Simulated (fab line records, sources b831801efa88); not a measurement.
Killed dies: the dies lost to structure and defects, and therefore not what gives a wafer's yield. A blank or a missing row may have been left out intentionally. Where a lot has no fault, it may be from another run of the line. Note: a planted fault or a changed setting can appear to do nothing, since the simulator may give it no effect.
Tool commonality check / flow sky130 / Sample size 14 lots and 42 wafers

## WHY THIS WAS OPENED
At SKY_VT_ADJUST_HVTP_TW_MEAS_11 the reading VT_ADJUST_HVTP_TW is flagged on 2 of 14 lots. Fault-free wafers read 1345, with a standard deviation of 16.
Rule: flag the lot when none of its wafers has a number, or when each of its wafers that has one lies beyond 4 standard deviations from that mean. As for the other lots, they are considered sound.

lot=L421; measured=day 6 03:11; on=filmMetro-04; VT_ADJUST_HVTP_TW, wafer by wafer=1349 1349 1349; flag=
lot=L423; measured=day 6 14:35; on=filmMetro-04; VT_ADJUST_HVTP_TW, wafer by wafer=1347 1352 1347; flag=
lot=L426; measured=day 7 09:39; on=filmMetro-02; VT_ADJUST_HVTP_TW, wafer by wafer=1343 1345 1341; flag=
lot=L427; measured=day 7 17:57; on=filmMetro-01; VT_ADJUST_HVTP_TW, wafer by wafer=1327 1328 1327; flag=
lot=L428; measured=day 8 04:41; on=filmMetro-02; VT_ADJUST_HVTP_TW, wafer by wafer=1344 1353 1346; flag=
lot=L430; measured=day 8 09:15; on=filmMetro-04; VT_ADJUST_HVTP_TW, wafer by wafer=1367 1355 1357; flag=
lot=L431; measured=day 8 15:22; on=filmMetro-01; VT_ADJUST_HVTP_TW, wafer by wafer=1312 1322 1320; flag=
lot=L432; measured=day 9 02:35; on=filmMetro-01; VT_ADJUST_HVTP_TW, wafer by wafer=1322 1313 1324; flag=
lot=L433; measured=day 9 10:09; on=filmMetro-02; VT_ADJUST_HVTP_TW, wafer by wafer=1355 1355 1347; flag=
lot=L435; measured=day 10 02:59; on=filmMetro-02; VT_ADJUST_HVTP_TW, wafer by wafer=1344 1339 1344; flag=
lot=L436; measured=day 10 08:09; on=filmMetro-04; VT_ADJUST_HVTP_TW, wafer by wafer=1365 1360 1367; flag=
lot=L440; measured=day 11 06:55; on=filmMetro-02; VT_ADJUST_HVTP_TW, wafer by wafer=1337 1337 1348; flag=
lot=L443; measured=day 12 00:53; on=filmMetro-04; VT_ADJUST_HVTP_TW, wafer by wafer=30 30 30; flag=FLAGGED
lot=L444; measured=day 12 07:13; on=filmMetro-04; VT_ADJUST_HVTP_TW, wafer by wafer=30 30 30; flag=FLAGGED
The mean of the flagged lots' numbers is 30, -1315 from the usual (-82 standard deviations).

## TOOL THAT RAN EACH LOT
3 process steps preceding the reading are held in the record, out of 708 steps in the route. Read each cell as the tool, then ch plus the chambers that the sampled wafers visited, then the start.
lot=L421; flag=; SKY_NWELL_STRIP_25=plasmaAsher-02 ch 0,1, day 5 09:22; SKY_NWELL_RTA_28=rtpAnneal-01 ch 0, day 5 09:35; SKY_VT_ADJUST_HVTP_STRIP_10=plasmaAsher-04 ch 0,1, day 6 03:05
lot=L423; flag=; SKY_NWELL_STRIP_25=plasmaAsher-02 ch 0,1, day 5 19:04; SKY_NWELL_RTA_28=rtpAnneal-02 ch 0, day 5 19:17; SKY_VT_ADJUST_HVTP_STRIP_10=plasmaAsher-04 ch 0,1, day 6 14:29
lot=L426; flag=; SKY_NWELL_STRIP_25=plasmaAsher-04 ch 0,1, day 6 13:54; SKY_NWELL_RTA_28=rtpAnneal-01 ch 0, day 6 14:07; SKY_VT_ADJUST_HVTP_STRIP_10=plasmaAsher-01 ch 0,1, day 7 09:34
lot=L427; flag=; SKY_NWELL_STRIP_25=plasmaAsher-03 ch 0,1, day 6 21:25; SKY_NWELL_RTA_28=rtpAnneal-02 ch 0, day 6 21:43; SKY_VT_ADJUST_HVTP_STRIP_10=plasmaAsher-01 ch 0,1, day 7 17:50
lot=L428; flag=; SKY_NWELL_STRIP_25=plasmaAsher-04 ch 0,1, day 7 08:32; SKY_NWELL_RTA_28=rtpAnneal-01 ch 0, day 7 08:45; SKY_VT_ADJUST_HVTP_STRIP_10=plasmaAsher-04 ch 0,1, day 8 04:35
lot=L430; flag=; SKY_NWELL_STRIP_25=plasmaAsher-04 ch 0,1, day 7 12:21; SKY_NWELL_RTA_28=rtpAnneal-02 ch 0, day 7 12:34; SKY_VT_ADJUST_HVTP_STRIP_10=plasmaAsher-04 ch 0,1, day 8 09:10
lot=L431; flag=; SKY_NWELL_STRIP_25=plasmaAsher-02 ch 0,1, day 7 18:30; SKY_NWELL_RTA_28=rtpAnneal-01 ch 0, day 7 18:43; SKY_VT_ADJUST_HVTP_STRIP_10=plasmaAsher-01 ch 0,1, day 8 15:16
lot=L432; flag=; SKY_NWELL_STRIP_25=plasmaAsher-03 ch 1, day 8 04:14; SKY_NWELL_RTA_28=rtpAnneal-01 ch 0, day 8 04:27; SKY_VT_ADJUST_HVTP_STRIP_10=plasmaAsher-02 ch 0,1, day 9 02:29
lot=L433; flag=; SKY_NWELL_STRIP_25=plasmaAsher-04 ch 0,1, day 8 12:28; SKY_NWELL_RTA_28=rtpAnneal-02 ch 0, day 8 12:41; SKY_VT_ADJUST_HVTP_STRIP_10=plasmaAsher-01 ch 0,1, day 9 10:04
lot=L435; flag=; SKY_NWELL_STRIP_25=plasmaAsher-04 ch 0,1, day 9 04:25; SKY_NWELL_RTA_28=rtpAnneal-01 ch 0, day 9 04:37; SKY_VT_ADJUST_HVTP_STRIP_10=plasmaAsher-02 ch 0,1, day 10 02:53
lot=L436; flag=; SKY_NWELL_STRIP_25=plasmaAsher-03 ch 0,1, day 9 09:18; SKY_NWELL_RTA_28=rtpAnneal-01 ch 0, day 9 09:31; SKY_VT_ADJUST_HVTP_STRIP_10=plasmaAsher-04 ch 0,1, day 10 08:04
lot=L440; flag=; SKY_NWELL_STRIP_25=plasmaAsher-03 ch 0,1, day 10 07:02; SKY_NWELL_RTA_28=rtpAnneal-02 ch 0, day 10 07:16; SKY_VT_ADJUST_HVTP_STRIP_10=plasmaAsher-04 ch 0,1, day 11 06:48
lot=L443; flag=FLAGGED; SKY_NWELL_STRIP_25=plasmaAsher-02 ch 0,1, day 11 00:53; SKY_NWELL_RTA_28=rtpAnneal-01 ch 0, day 11 01:06; SKY_VT_ADJUST_HVTP_STRIP_10=plasmaAsher-02 ch 0,1, day 12 00:47
lot=L444; flag=FLAGGED; SKY_NWELL_STRIP_25=plasmaAsher-02 ch 0,1, day 11 06:07; SKY_NWELL_RTA_28=rtpAnneal-02 ch 0, day 11 06:20; SKY_VT_ADJUST_HVTP_STRIP_10=plasmaAsher-01 ch 0,1, day 12 07:07
These steps, and what they do:
- SKY_NWELL_STRIP_25: strips in O2/N2.
- SKY_NWELL_RTA_28: time 30 s.
- SKY_VT_ADJUST_HVTP_STRIP_10: strips in O2/N2.
- SKY_VT_ADJUST_HVTP_TW_MEAS_11

## FLAGGED AGAINST TOTAL, ONE TOOL AT A TIME (gauges that did the reading follow at the end)
step=SKY_NWELL_STRIP_25; tool=plasmaAsher-02; lots run=5; flagged=2; share of the flagged lots=all; sound lots run after its first flagged lot=0
step=SKY_NWELL_STRIP_25; tool=plasmaAsher-03; lots run=4; flagged=0; share of the flagged lots=none; sound lots run after its first flagged lot=-
step=SKY_NWELL_STRIP_25; tool=plasmaAsher-04; lots run=5; flagged=0; share of the flagged lots=none; sound lots run after its first flagged lot=-
step=SKY_NWELL_RTA_28; tool=rtpAnneal-01; lots run=8; flagged=1; share of the flagged lots=some; sound lots run after its first flagged lot=0
step=SKY_NWELL_RTA_28; tool=rtpAnneal-02; lots run=6; flagged=1; share of the flagged lots=some; sound lots run after its first flagged lot=0
step=SKY_VT_ADJUST_HVTP_STRIP_10; tool=plasmaAsher-01; lots run=5; flagged=1; share of the flagged lots=some; sound lots run after its first flagged lot=0
step=SKY_VT_ADJUST_HVTP_STRIP_10; tool=plasmaAsher-02; lots run=3; flagged=1; share of the flagged lots=some; sound lots run after its first flagged lot=0
step=SKY_VT_ADJUST_HVTP_STRIP_10; tool=plasmaAsher-04; lots run=6; flagged=0; share of the flagged lots=none; sound lots run after its first flagged lot=-
step=SKY_VT_ADJUST_HVTP_TW_MEAS_11; tool=filmMetro-01; lots run=3; flagged=0; share of the flagged lots=none; sound lots run after its first flagged lot=-
step=SKY_VT_ADJUST_HVTP_TW_MEAS_11; tool=filmMetro-02; lots run=5; flagged=0; share of the flagged lots=none; sound lots run after its first flagged lot=-
step=SKY_VT_ADJUST_HVTP_TW_MEAS_11; tool=filmMetro-04; lots run=6; flagged=2; share of the flagged lots=all; sound lots run after its first flagged lot=0

## THE TABLE: WHAT IT ALLOWS
Every flagged lot went through 2 rows of the table: plasmaAsher-02 at SKY_NWELL_STRIP_25 and filmMetro-04 at SKY_VT_ADJUST_HVTP_TW_MEAS_11.
- plasmaAsher-02 at SKY_NWELL_STRIP_25: 2 of its 5 lots flagged. Its last sound lot is L431 (day 7 18:30), its first flagged lot L443 (day 11 00:53): a fault that began between those two fits. On the flagged lots its readings are blank where sound lots have values: chamberPressureMTorr, drypumpMotorCurrentA, n2FlowSccm, oesProductAu and 1 more.
- filmMetro-04 at SKY_VT_ADJUST_HVTP_TW_MEAS_11: 2 of its 6 lots flagged. Its last sound lot is L436 (day 10 08:09), its first flagged lot L443 (day 12 00:53): a fault that began between those two fits.
Counting lots can't tell these 2 tools apart, because each fits a fault that began at some hour. More lots, or a look at what each step does to the wafer, might.

## WHAT THE SIMULATOR HAD PUT IN
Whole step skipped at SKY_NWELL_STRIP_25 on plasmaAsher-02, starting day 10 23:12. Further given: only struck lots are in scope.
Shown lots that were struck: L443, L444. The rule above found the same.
